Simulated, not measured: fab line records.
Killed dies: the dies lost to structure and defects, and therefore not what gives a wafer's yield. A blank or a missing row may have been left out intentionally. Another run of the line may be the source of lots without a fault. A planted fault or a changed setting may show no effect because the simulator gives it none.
Matching of chambers | flow sfq_line | SFQ_TRILAYER_I6_VIA_ETCH_VIA_ETCH_172 on rie_diel-03 has 4 sister chambers
The step etches SiO2 in CHF3, stops on Nb, target depth 260 nm. 7 wafers are shown with their chamber, then 7 later ones without.

EACH WAFER AND ITS CHAMBER
wafer  | chamber | drypump_motor_current_A (A) | oes_product_au (a.u.)
L205.5 | 1       | 5.6                         | 0.856
L205.6 | 0       | 5.6                         | 0.848
L207.3 | 1       | 5.6                         | 0.843
L207.4 | 2       | 4.7                         | 0.849
L207.5 | 3       | 5.7                         | 0.843
L208.2 | 0       | 5.6                         | 0.858
L208.4 | 3       | 5.8                         | 0.850

WAFERS WITHOUT THEIR CHAMBER
wafer  | drypump_motor_current_A (A) | oes_product_au (a.u.)
L208.6 | 5.7                         | 0.855
L211.1 | 5.8                         | 0.856
L211.4 | 4.7                         | 0.851
L211.6 | 5.8                         | 0.855
L214.2 | 4.7                         | 0.859
L214.4 | 5.5                         | 0.862
L214.5 | 5.6                         | 0.852

WHICH CHAMBER EACH ONE RAN IN
wafer  | from the rows above          | in truth
L208.6 | can't be placed: 3 or 0 or 1 | 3
L211.1 | 3                            | 3
L211.4 | 2                            | 2
L211.6 | 3                            | 3
L214.2 | 2                            | 2
L214.4 | can't be placed: 0 or 1      | 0
L214.5 | can't be placed: 0 or 1      | 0
4 of 7 placed correctly. Unplaceable from these rows: 3, with the true chamber sitting among the candidates in 3. Wrongly placed: 0.
How it was worked out, from the rows above alone: a wafer's distance from a chamber is the root of the sum, over the readings, of the square of ((its reading less the chamber's mean) divided by the reading's scatter). The wafer belongs to the nearest chamber; if the next one is less than 2 further off, it can't be placed. A chamber's mean is the mean of its shown wafers. The scatter: the root of (the sum of the squares of (reading less its chamber's mean) over the shown wafers, divided by (wafers less chambers)).
